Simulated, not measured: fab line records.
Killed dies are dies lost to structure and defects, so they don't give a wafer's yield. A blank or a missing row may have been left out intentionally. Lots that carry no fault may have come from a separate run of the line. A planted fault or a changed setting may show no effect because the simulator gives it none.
A single fault, viewed from 2 desks | flow sky130 | each desk holds nothing but its own numbers, with what lay behind them at the end

AT THE TOOL OWNER'S DESK: furnace-02
The tool's own readings at SKY_GATE_OXIDE_OXIDATION_16 (stabilise 600 s, purge 300 s, target thk 3.57 nm): means of the sampled wafers that have a number, for each lot that ran on this tool. A lot is out of limits, marked OUT, if its mean lies more than 4 standard deviations from the usual mean; the brackets give that distance.
Columns: A = rampDownCPerMin at SKY_GATE_OXIDE_OXIDATION_16, usual 3.0000; B = spikeTcBottomC at SKY_GATE_OXIDE_OXIDATION_16, usual 820.3 C; C = spikeTcCentreC at SKY_GATE_OXIDE_OXIDATION_16, usual 800.7 C; D = spikeTcLowerC at SKY_GATE_OXIDE_OXIDATION_16, usual 801.3 C; E = spikeTcTopC at SKY_GATE_OXIDE_OXIDATION_16, usual 811.7 C; F = spikeTcUpperC at SKY_GATE_OXIDE_OXIDATION_16, usual 800.2 C
lot  | first seen here | A      | B                | C               | D                | E                | F
L823 | day 14 01:24    | 3.0004 | 820.4            | 800.8           | 801.4            | 813.1            | 800.3
L824 | day 14 11:43    | 2.9996 | 819.4            | 800.2           | 801.2            | 813.2            | 801.0
L826 | day 15 02:50    | 2.9997 | 819.3            | 801.1           | 801.4            | 813.8            | 799.8
L827 | day 15 02:50    | 2.9999 | 818.6            | 800.9           | 801.2            | 813.7            | 800.8
L828 | day 15 15:58    | 2.9997 | 819.4            | 800.4           | 801.3            | 812.3            | 800.8
L832 | day 16 23:56    | 3.0005 | 818.7            | 800.6           | 801.5            | 813.8            | 800.7
L833 | day 17 10:07    | 3.0002 | 819.2            | 798.7           | 801.4            | 814.0            | 800.5
L836 | day 19 17:18    | 2.9999 | 818.3            | 799.6           | 800.5            | 813.4            | 799.8
L844 | day 21 05:57    | 3.0000 | 807.9 (-6.5) OUT | 788.2 (-11) OUT | 788.9 (-11) OUT  | 799.8 (-5.2) OUT | 788.7 (-10) OUT
L845 | day 21 10:58    | 2.9999 | 807.1 (-7.0) OUT | 788.8 (-11) OUT | 790.8 (-9.5) OUT | 801.8 (-4.3) OUT | 789.2 (-10) OUT
Finding of this desk: L844, L845 out of limits; the first was L844 at day 21 05:57, on spikeTcBottomC at SKY_GATE_OXIDE_OXIDATION_16. Within limits: L823, L824, L826, L827, L828, L832, L833, L836.

AT THE METROLOGY DESK
What the gauges read for every lot (on any tool): the sampled wafers with a number, averaged. A lot is out of limits, marked OUT, if its mean lies more than 4 standard deviations from the usual mean; the brackets give that distance.
Columns: A = RES_XHIGH_TW at SKY_RES_XHIGH_TW_MEAS_09, usual 1641
lot  | first seen here | A
L823 | day 26 15:50    | 1634
L824 | day 27 01:08    | 1663
L826 | day 28 13:47    | 1660
L828 | day 28 14:59    | 1644
L827 | day 28 15:53    | 1656
L831 | day 29 09:41    | 1645
L832 | day 29 19:12    | 1617
L834 | day 30 07:51    | 1617
L833 | day 30 08:27    | 1625
L836 | day 32 07:31    | 1640
L844 | day 33 14:53    | 1647
L845 | day 33 20:20    | 1650
Finding of this desk: none of the 12 lots has anything out of limits.

TAKEN TOGETHER
The tool owner's desk had the chance to raise an alarm at day 21 05:57 on L844, L845.
The metrology desk saw nothing out of limits.
The metrology desk holds a record of L844, L845, inside its limits.
All the named lots went through SKY_GATE_OXIDE_OXIDATION_16 on furnace-02.

WHAT HAD BEEN PUT IN BY THE SIMULATOR
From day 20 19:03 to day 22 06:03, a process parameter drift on furnace-02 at SKY_GATE_OXIDE_OXIDATION_16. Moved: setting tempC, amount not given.
Lots struck among those shown: L844, L845.
Delay in hours, fault start to first out-of-limits reading, by desk: the tool owner's desk at 11.
